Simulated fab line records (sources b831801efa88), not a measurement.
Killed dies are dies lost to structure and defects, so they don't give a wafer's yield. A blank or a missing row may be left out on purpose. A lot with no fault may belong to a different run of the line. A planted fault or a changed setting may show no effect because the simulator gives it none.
Struck lot and sound lot, side by side + flow sky130 + 26 out of 708 route steps
Sound: wafers L842.2, L842.3, L842.4. Struck: wafer L836.4. (L836.2, L836.5 of the same lot were not struck and are left out.) The cause comes at the end.
At each step with rows: each side's tool, then ch and its chambers, then its first start. Under that, the readings that differ: sound wafers + struck wafers + difference of the means + sigmas: that difference in standard deviations of wafers without a fault.
alike: readings with means less than 2 such deviations apart, plus words and numbers identical on both sides. not compared: withheld readings, readings lacking a value on some wafer, bounds such as >300 that could conceal the same value, and numbers that have no deviation in the record and whose values overlap.
A row with sigmas, a row that says differs or no value, or rows on one side alone: a step with any of these is where the two part. Numbers that don't overlap but have no deviation are shown without sigmas and don't part them. Lack of a reading on every wafer of one side parts them only where that side has two or more wafers.

first, 9 steps without rows for these wafers: SKY_LI_CONTACT_ETCH_14 (etches BARC in N2/H2, stops on SiO2, time 45.9 s, target depth 60 nm); SKY_LI_CONTACT_ETCH_15 (etches PSG in C4F8/O2/Ar, stops on Si, target depth 600 nm); SKY_LI_CONTACT_STRIP_16 (strips in O2/N2); SKY_LI_CONTACT_CLEAN_17 (cleans in NMP, time 600 s); SKY_LI_CONTACT_PRE_CLEAN_18 (time 5.6 s); SKY_LI_CONTACT_SPUTTER_19 (material Ti, target thk 20 nm, time 106.37 s); SKY_LI_CONTACT_SPUTTER_20 (material TiN, target thk 20 nm, time 80 s); SKY_LI_CONTACT_CVD_21 (deposits W, target thk 400 nm, time 120.56 s); SKY_LI_CONTACT_CMP_24 (polishes, stops on PSG, t overpolish 20 s, target thk 0 nm).
SKY_LOCAL_INTERCONNECT_SPUTTER_00: material TiN, target thk 100 nm, time 83.3 s.
  sound on pvd sputter-01 at day 35 04:56; struck on pvd sputter-04 at day 33 11:14
| reading                                                | sound             | struck | difference | sigmas |
|--------------------------------------------------------|-------------------|--------|------------|--------|
| model.TiN_of_LOCAL_INTERCONNECT_SPUTTER_00.thk nm (nm) | 100.4 100.9 100.2 | 96.3   | -4.2       |        |
  alike: throttle valve pct
SKY_LOCAL_INTERCONNECT_RS_MEAS_01: uses a four-point probe to measure.
  sound on film metro-01 at day 35 05:01; struck on film metro-01 at day 33 11:19
| reading                            | sound             | struck | difference | sigmas |
|------------------------------------|-------------------|--------|------------|--------|
| LOCAL_INTERCONNECT_TIN_RS (ohm/sq) | 14.06 14.04 14.13 | 14.71  | +0.63      | +5     |
SKY_LOCAL_INTERCONNECT_THK_MEAS_02: measures by xrf.
  sound on film metro-01 at day 35 05:07; struck on film metro-01 at day 33 11:25
| reading                         | sound          | struck | difference | sigmas |
|---------------------------------|----------------|--------|------------|--------|
| LOCAL_INTERCONNECT_TIN_THK (nm) | 98.6 99.7 98.5 | 94.7   | -4.2       | -4     |
then, 9 steps without rows for these wafers: SKY_LOCAL_INTERCONNECT_DEHYDRATE_03 (time 60 s); SKY_LOCAL_INTERCONNECT_HMDS_04 (prime time 60 s); SKY_LOCAL_INTERCONNECT_COAT_05 (resist thk 60 nm); SKY_LOCAL_INTERCONNECT_COAT_06 (resist thk 450 nm); SKY_LOCAL_INTERCONNECT_SOFTBAKE_07 (time 90 s); SKY_LOCAL_INTERCONNECT_EXPOSE_08 (exposes mask LI1M, target cd 170 nm); SKY_LOCAL_INTERCONNECT_PEB_09; SKY_LOCAL_INTERCONNECT_DEVELOP_10 (develop time 60 s); SKY_LOCAL_INTERCONNECT_ETCH_13 (etches BARC in N2/H2, stops on SiO2, time 45.9 s, target depth 60 nm).
SKY_LOCAL_INTERCONNECT_METAL_ETCH_14: etches TiN in Cl2/BCl3, stops on PSG, target depth 110 nm, time 31.4 s.
  sound on rie metal-03 ch 0,1, day 36 07:04; struck on rie metal-02 ch 1, day 34 13:47
| reading                                        | sound                | struck | difference | sigmas |
|------------------------------------------------|----------------------|--------|------------|--------|
| oes product au (a.u.)                          | 0.949 0.940 0.938    | 0.928  | -0.014     | -2     |
| throttle valve pct (%)                         | 21.895 21.905 21.901 | 21.923 | +0.023     | +2     |
| model.LOCAL_INTERCONNECT.feature depth nm (nm) | 100.4 100.9 100.2    | 96.3   | -4.2       |        |
| model.etch.depth nm (nm)                       | 100.4 100.9 100.2    | 96.3   | -4.2       |        |
  alike: bias w, drypump motor current A, rf fwd power W
  not compared: rf hours counter h
then, 1 step without rows for these wafers: SKY_LOCAL_INTERCONNECT_STRIP_15 (strips in O2/N2).
SKY_LOCAL_INTERCONNECT_STRIP_16: strips in post etch residue remover, time 1200 s.
  sound on wet bench-01 ch 3, day 36 07:13; struck on wet bench-03 ch 3, day 34 13:56
| reading                                                | sound           | struck | difference | sigmas |
|--------------------------------------------------------|-----------------|--------|------------|--------|
| bath guard temp C (C)                                  | 73.0 72.1 72.8  | 74.1   | +1.5       | +2     |
| model.TiN_of_LOCAL_INTERCONNECT_SPUTTER_00.thk nm (nm) | 100 100.5 99.73 | 95.88  | -4.20      |        |
then, 1 step without rows for these wafers: SKY_LOCAL_INTERCONNECT_CLEAN_17 (cleans in IPA, time 180 s).
-- the record jumps here: 14 days lie between the struck wafers' starts before and after (it left off in module LOCAL_INTERCONNECT and takes up again in module PAD_OPEN, whose first step shown is number 708 of the route) --
SKY_PAD_OPEN_PROBE_99:
  sound on prober-02 at day 50 03:18; struck on prober-02 at day 48 23:10
| reading                        | sound             | struck | difference | sigmas |
|--------------------------------|-------------------|--------|------------|--------|
| killed_at_M4_up                | 3 3 0             | 8      | +6         | +3     |
| model.etest.res li.line ohm um | 75.83 74.57 74.91 | 78.63  | +3.53      |        |
| model.etest.res li.rs ohm sq   | 12.88 12.75 12.86 | 13.29  | +0.46      |        |
  alike: killed_at_M0_to_M3, killed at contacts, killed at front end, killed at other, killed dies, killed open, killed short

## WHERE THEY PART
Earliest at SKY_LOCAL_INTERCONNECT_RS_MEAS_01; latest, in this record, at SKY_PAD_OPEN_PROBE_99.

WHY: the cause the simulator had injected
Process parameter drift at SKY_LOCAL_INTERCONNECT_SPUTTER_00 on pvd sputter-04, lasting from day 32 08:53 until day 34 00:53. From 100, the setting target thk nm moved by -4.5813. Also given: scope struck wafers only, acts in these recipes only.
